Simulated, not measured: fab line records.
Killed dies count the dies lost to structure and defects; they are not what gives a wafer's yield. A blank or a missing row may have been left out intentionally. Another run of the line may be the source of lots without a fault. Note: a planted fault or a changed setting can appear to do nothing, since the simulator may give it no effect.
A lot that was struck, set against a sound lot :: flow sfq line :: 14 steps out of a route of 325
Sound: these wafers, L677.1, L677.2, L677.5. Wafers L684.3, L684.5, L684.6 were the ones struck. Last of all comes the cause.
For every step that has rows: the tool of each side, followed by ch and its chambers, followed by its first start. Under that, the readings that differ: sound wafers :: struck wafers :: difference of the means :: sigmas: that difference in standard deviations of wafers without a fault.
alike: readings with means less than 2 such deviations apart, plus words and numbers identical on both sides. not compared: withheld readings, readings lacking a value on some wafer, bounds such as >300 that could conceal the same value, and numbers that have no deviation in the record and whose values overlap.
The two part at a step that has a row with sigmas, a row that says differs or no value, or rows on one side only. Numbers that have no deviation but don't overlap get no sigmas and don't part them. A reading that every wafer of one side lacks parts them only if that side has two wafers or more.

first, 6 steps without rows for these wafers: SFQ_TRILAYER_M1_LITHO_COAT_044 (resist thk 61.27 nm); SFQ_TRILAYER_M1_LITHO_COAT_039 (resist thk 600 nm); SFQ_TRILAYER_M1_LITHO_SOFTBAKE_043; SFQ_TRILAYER_M1_LITHO_EXPOSE_040 (exposes mask M1, target cd 500 nm); SFQ_TRILAYER_M1_LITHO_PEB_042 (peb time 60 s); SFQ_TRILAYER_M1_LITHO_DEVELOP_041 (time 60 s).
SFQ_M1_OVL_MEAS_911:
  sound on overlay-01 at day 27 09:13; struck on overlay-01 at day 30 04:13
  alike: M1_OVL
SFQ_TRILAYER_M1_BARC_OPEN_METAL_ETCH_054: etches BARC in O2, target depth 125 nm, time 41.7 s.
  sound on rie metal-02 ch 0,1, day 27 09:14; struck on rie metal-01 ch 0,1, day 30 04:16
  alike: drypump motor current A, oes product au
  not compared: rf hours counter h
SFQ_TRILAYER_M1_ETCH_METAL_ETCH_042: etches Nb in Cl2/Ar, stops on SiO2, target depth 240 nm, time 120 s.
  sound on rie metal-02 ch 0,1, day 27 09:18; struck on rie metal-01 ch 0,1, day 30 04:21
  alike: drypump motor current A, oes product au
  not compared: rf hours counter h
SFQ_TRILAYER_M1_STRIP_STRIP_043: strips in O2.
  sound on rie metal-02 ch 0,1, day 27 09:26; struck on rie metal-01 ch 0,1, day 30 04:38
  alike: drypump motor current A, oes product au
  not compared: rf hours counter h
then, 1 step without rows for these wafers: SFQ_TRILAYER_M1_STRIP_SOLV_CLEAN_044 (cleans in NMP, time 600 s).
SFQ_TRILAYER_I1_DEP_PECVD_045: deposits SiO2 from SiH4/N2O, time 111.11 s, target thk 500 nm.
  sound on pecvd-04 ch 1,2, day 27 10:12; struck on pecvd-01 ch 0,1, day 30 05:12
reading: throttle valve pct (%)
sound: 24.5 22.7 22.6
struck: 24.8 25.1 24.9
difference: +1.7
sigmas: +2
  alike: chamber pressure Torr, heater power w
SFQ_TRILAYER_I1_CMP_CMP_046: polishes SiO2.
  sound on cmp-02 ch 0,1,2, day 27 10:47; struck on cmp-02 ch 1,2,3, day 30 06:47
reading: platen rpm (rpm)
sound: 60.03 60.10 60.01
struck: 66.00 66.03 66.01
difference: +5.97
sigmas: +99 or more
  alike: motor current A, slurry filter dp kPa, time to endpoint s
SFQ_I1_BOW_MEAS_912:
  sound on film metro-03 at day 27 13:17; struck on film metro-03 at day 30 08:19
  alike: I1_BOW

## WHERE THEY PART
Earliest at SFQ_TRILAYER_I1_DEP_PECVD_045; latest, in this record, at SFQ_TRILAYER_I1_CMP_CMP_046. Later steps at which nothing parts them and some readings are alike: SFQ_I1_BOW_MEAS_912.

WHY: what had been put in by the simulator
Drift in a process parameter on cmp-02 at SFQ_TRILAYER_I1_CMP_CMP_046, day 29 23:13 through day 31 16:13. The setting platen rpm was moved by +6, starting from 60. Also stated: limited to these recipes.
